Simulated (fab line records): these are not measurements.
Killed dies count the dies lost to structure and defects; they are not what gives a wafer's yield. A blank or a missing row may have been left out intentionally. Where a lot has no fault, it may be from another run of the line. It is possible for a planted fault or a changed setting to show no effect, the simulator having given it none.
Which of the tools did it? | flow gf180mcu | Sampling: 11 lots, 33 wafers, 2 of 602 route steps

## WHAT THE GAUGES READ, wafer by wafer
GF_STI_THK_MEAS_30.
lot  | measured    | on           | STI_OXIDATION_02_THK (nm)
L770 | day 2 10:52 | filmMetro-02 | 9.92 9.99 10.07
L771 | day 2 17:17 | filmMetro-02 | 9.81 10.01 9.84
L772 | day 2 20:56 | filmMetro-02 | 9.64 9.69 9.67
L774 | day 3 10:16 | filmMetro-04 | 9.85 9.80 9.91
L775 | day 3 12:41 | filmMetro-02 | 10.04 9.94 10.01
L777 | day 4 01:29 | filmMetro-02 | 10.16 10.08 10.21
L780 | day 4 15:41 | filmMetro-04 | 13.83 13.82 13.82
L782 | day 5 02:40 | filmMetro-04 | 13.70 13.82 13.76
L783 | day 5 07:27 | filmMetro-03 | 10.28 10.26 10.36
L786 | day 5 22:39 | filmMetro-02 | 10.27 10.10 10.03
L792 | day 7 04:47 | filmMetro-02 | 9.80 10.01 10.00

## TOOL THAT RAN EACH LOT (tool first, then ch and the chambers of the sampled wafers, then the start)
lot  | GF_STI_OXIDATION_29
L770 | furnace-02 ch 0, day 2 09:28
L771 | furnace-01 ch 0, day 2 15:52
L772 | furnace-02 ch 0, day 2 19:32
L774 | furnace-02 ch 0, day 3 08:52
L775 | furnace-01 ch 0, day 3 11:16
L777 | furnace-02 ch 0, day 4 00:06
L780 | furnace-02 ch 0, day 4 14:18
L782 | furnace-02 ch 0, day 5 01:16
L783 | furnace-01 ch 0, day 5 06:03
L786 | furnace-01 ch 0, day 5 21:15
L792 | furnace-01 ch 0, day 7 03:23
- GF_STI_OXIDATION_29: stabilise 600 s, purge 300 s, target thk 10 nm.

## THE ANSWER, worked out from the rows above alone
Rule: the usual values come from the lots themselves. Put in order of their means at a reading, lots are off if they are a third of the lots or fewer, leave a main group of 4 or more, and stand apart from it by a gap of 3 or more times the standard deviation of the main group's means; of several such gaps the widest counts. The tables above print the reading to a certain number of digits; a main group whose means all agree to those digits is not used. A lot without any number at a reading at which 4 lots or more have one is off too. Any other lot the step has rows for is counted as sound.
Off: at GF_STI_THK_MEAS_30 (STI_OXIDATION_02_THK), L780, L782. Main group: mean 9.99 nm, sd 0.18.
A tool fits if, at a process step before that reading, it ran every lot that is off, and no sound lot after the first of them. Gauges at GF_STI_THK_MEAS_30: tried the same way as those tools. This does not decide it: 2 tools fit, namely furnace-02 at GF_STI_OXIDATION_29 and filmMetro-04 at GF_STI_THK_MEAS_30.

## WHAT THE SIMULATOR HAD PUT IN
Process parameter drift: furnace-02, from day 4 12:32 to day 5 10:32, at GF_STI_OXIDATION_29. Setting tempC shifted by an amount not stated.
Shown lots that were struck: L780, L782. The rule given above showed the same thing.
